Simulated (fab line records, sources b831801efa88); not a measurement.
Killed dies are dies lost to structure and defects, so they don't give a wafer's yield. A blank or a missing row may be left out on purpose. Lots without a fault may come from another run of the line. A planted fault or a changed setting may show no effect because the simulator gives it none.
A struck lot beside a sound one | flow sky130 | 43 steps out of a route of 708
Sound: wafers L134.1, L134.3, L134.5. Struck: wafer L121.1. (L121.2, L121.6 of the same lot were not struck and are left out.) The cause comes at the end.
At each step with rows: each side's tool, then ch and its chambers, then its first start. Under that, the readings that differ: sound wafers | struck wafers | difference of the means | sigmas: that difference in standard deviations of wafers without a fault.
alike: readings whose means differ by less than 2 such deviations, and words and numbers that are the same on both sides. not compared: withheld readings, readings that some wafer has no value for, bounds like >300 that may hide the same value, and numbers for which the record gives no deviation and whose values overlap.
The two part at a step that has a row with sigmas, a row that says differs or no value, or rows on one side only. Numbers that don't overlap but have no deviation are shown without sigmas and don't part them. A reading that every wafer of one side lacks parts them only if that side has two wafers or more.

first, 2 steps without rows for these wafers: SKY_METAL4_PEB_11; SKY_METAL4_DEVELOP_12 (develop time 60 s).
SKY_METAL4_CD_MEAS_13: target cd 300 nm.
  sound on cd_sem-01, day 48 03:20; struck on cd_sem-01, day 44 10:48
  alike: cd_nm
SKY_METAL4_OVL_MEAS_14:
  sound on overlay-02, day 48 03:27; struck on overlay-02, day 44 10:55
  alike: METAL4_OVL
then, 8 steps without rows for these wafers: SKY_METAL4_DESCUM_15 (chemistry O2, time 8 s); SKY_METAL4_ETCH_16 (etches BARC in N2/H2, stops on SiO2, time 88.2 s, target depth 60 nm); SKY_METAL4_ETCH_17 (etches SiO2 in C4F8/O2/Ar, stops on TiN, time 3.9 s, target depth 15 nm); SKY_METAL4_METAL_ETCH_18 (etches the open film in Cl2/BCl3, stops on SiO2, target depth 845 nm, time 183.1 s); SKY_METAL4_STRIP_19 (strips in O2/N2); SKY_METAL4_STRIP_20 (strips in post etch residue remover, time 1200 s); SKY_METAL4_CLEAN_21 (cleans in IPA, time 180 s); SKY_METAL4_CLEAN_22 (cleans in O3/DIW).
SKY_VIA4_HDPCVD_00: deposits SiO2, target thk 1750 nm, time 291.7 s.
  sound on hdpcvd-02 ch 0,1, day 48 04:33; struck on hdpcvd-01 ch 0,1,2, day 44 11:55
SKY_VIA4_THK_MEAS_01:
  sound on film_metro-03, day 48 04:44; struck on film_metro-02, day 44 12:06
  reading              | sound          | struck | difference | sigmas
  VIA4_HDPCVD_THK (nm) | 1772 1775 1760 | 1720   | -49        | -2
SKY_VIA4_CMP_02: polishes SiO2.
  sound on cmp-02 ch 0,1, day 48 04:47; struck on cmp-01 ch 0, day 44 12:16
  alike: motor_current_A
SKY_VIA4_BOW_MEAS_03:
  sound on film_metro-03, day 48 05:05; struck on film_metro-02, day 44 12:28
  alike: VIA4_BOW
then, 7 steps without rows for these wafers: SKY_VIA4_DEHYDRATE_04 (time 60 s); SKY_VIA4_HMDS_05 (prime time 60 s); SKY_VIA4_COAT_06 (resist thk 1140 nm); SKY_VIA4_SOFTBAKE_07 (time 60 s); SKY_VIA4_EXPOSE_08 (exposes mask VIM4, target cd 800 nm); SKY_VIA4_PEB_09; SKY_VIA4_DEVELOP_10 (develop time 60 s).
SKY_VIA4_OVL_MEAS_11:
  sound on overlay-01, day 49 00:00; struck on overlay-01, day 45 10:53
  alike: VIA4_OVL
then, 1 step without rows for these wafers: SKY_VIA4_ETCH_12 (etches SiO2 in C4F8/O2/Ar, stops on TiN, target depth 580 nm).
SKY_VIA4_STRIP_13: strips in O2/N2.
  sound on plasma_asher-03 ch 0,1, day 49 00:07; struck on plasma_asher-02 ch 0, day 45 10:59
  alike: drypump_motor_current_A, oes_product_au, strip_time_to_endpoint_s
  not compared: rf_hours_counter_h
then, 4 steps without rows for these wafers: SKY_VIA4_STRIP_14 (strips in post etch residue remover, time 1200 s); SKY_VIA4_CLEAN_15 (cleans in IPA, time 180 s); SKY_VIA4_CLEAN_16 (cleans in O3/DIW); SKY_VIA4_SPUTTER_17 (material TiN, target thk 20 nm, time 80 s).
SKY_VIA4_CVD_18: deposits W, target thk 505 nm, time 152.14 s.
  sound on cvd_w-02 ch 0,1, day 49 00:47; struck on cvd_w-02 ch 0, day 45 11:40
  alike: heater_power_w
SKY_VIA4_RS_MEAS_19: measures by four-point-probe.
  sound on film_metro-01, day 49 00:56; struck on film_metro-02, day 45 11:49
  alike: VIA4_W_RS
SKY_VIA4_THK_MEAS_20: measures by xrf.
  sound on film_metro-01, day 49 01:03; struck on film_metro-02, day 45 11:56
  alike: VIA4_W_THK
then, 2 steps without rows for these wafers: SKY_VIA4_CMP_21 (polishes, stops on SiO2, t overpolish 25 s, target thk 0 nm); SKY_METAL5_SPUTTER_00 (material Ti, target thk 15 nm, time 10 s).
SKY_METAL5_SPUTTER_01: material TiN, target thk 20 nm, time 16.7 s.
  sound on pvd_sputter-04, day 49 01:26; struck on pvd_sputter-04, day 45 12:19
  alike: cathode_dc_power_W, throttle_valve_pct
then, 1 step without rows for these wafers: SKY_METAL5_SPUTTER_02 (material AlCu, target thk 1150 nm, time 61.2 s).
SKY_METAL5_SPUTTER_03: material Ti, target thk 5 nm, time 3.3 s.
  sound on pvd_sputter-04, day 49 01:31; struck on pvd_sputter-04, day 45 12:23
  alike: cathode_dc_power_W, throttle_valve_pct
then, 1 step without rows for these wafers: SKY_METAL5_SPUTTER_04 (material TiN, target thk 70 nm, time 58.3 s).
SKY_METAL5_RS_MEAS_05: measures by four-point-probe.
  sound on film_metro-03, day 49 01:35; struck on film_metro-02, day 45 12:28
  alike: METAL5_ALCU_RS
SKY_METAL5_THK_MEAS_06: measures by xrf.
  sound on film_metro-03, day 49 01:42; struck on film_metro-02, day 45 12:35
  alike: METAL5_ALCU_THK
then, 1 step without rows for these wafers: SKY_METAL5_DEHYDRATE_07 (time 60 s).
-- the record jumps here: 3 days lie between the struck wafers' starts before and after (it left off in module METAL5 and takes up again in module PAD_OPEN, whose first step shown is number 708 of the route) --
SKY_PAD_OPEN_PROBE_99:
  sound on prober-02, day 51 07:49; struck on prober-01, day 48 06:16
  reading                               | sound             | struck | difference | sigmas
  defect_limited_yield (%)              | 83.5 82.9 83.3    | 78.7   | -4.5       | -2
  killed_at_M4_up                       | 4 5 2             | 26     | +22        | +12
  killed_dies                           | 81 84 82          | 105    | +23        | +2
  sort_bin_5_function (%)               | 10.0 9.3 8.5      | 14.2   | +4.9       | +3
  sort_n_pass                           | 411 408 410       | 387    | -23        | -2
  sort_yield_pct (%)                    | 83.5 82.9 83.3    | 78.7   | -4.5       | -2
  model.etest.tester.sort_n_pass        | 411 408 410       | 387    | -23        |
  model.etest.tester.sort_yield_pct (%) | 83.54 82.93 83.33 | 78.66  | -4.61      |
  model.etest.tester.sort_bin_5_pct (%) | 9.959 9.35 8.537  | 14.23  | +4.95      |
  model.etest.tester.sort_bin_3_pct (%) | 0 0.6098 0.813    | 1.22   | +0.75      |
  alike: killed_at_M0_to_M3, killed_at_contacts, killed_at_front_end, killed_at_other, killed_open, killed_short, sort_bin_3_pad_short, sort_bin_6_memory

WHERE THEY PART
First at SKY_VIA4_THK_MEAS_01; last, within this record, at SKY_PAD_OPEN_PROBE_99.

WHY: what the simulator had put in
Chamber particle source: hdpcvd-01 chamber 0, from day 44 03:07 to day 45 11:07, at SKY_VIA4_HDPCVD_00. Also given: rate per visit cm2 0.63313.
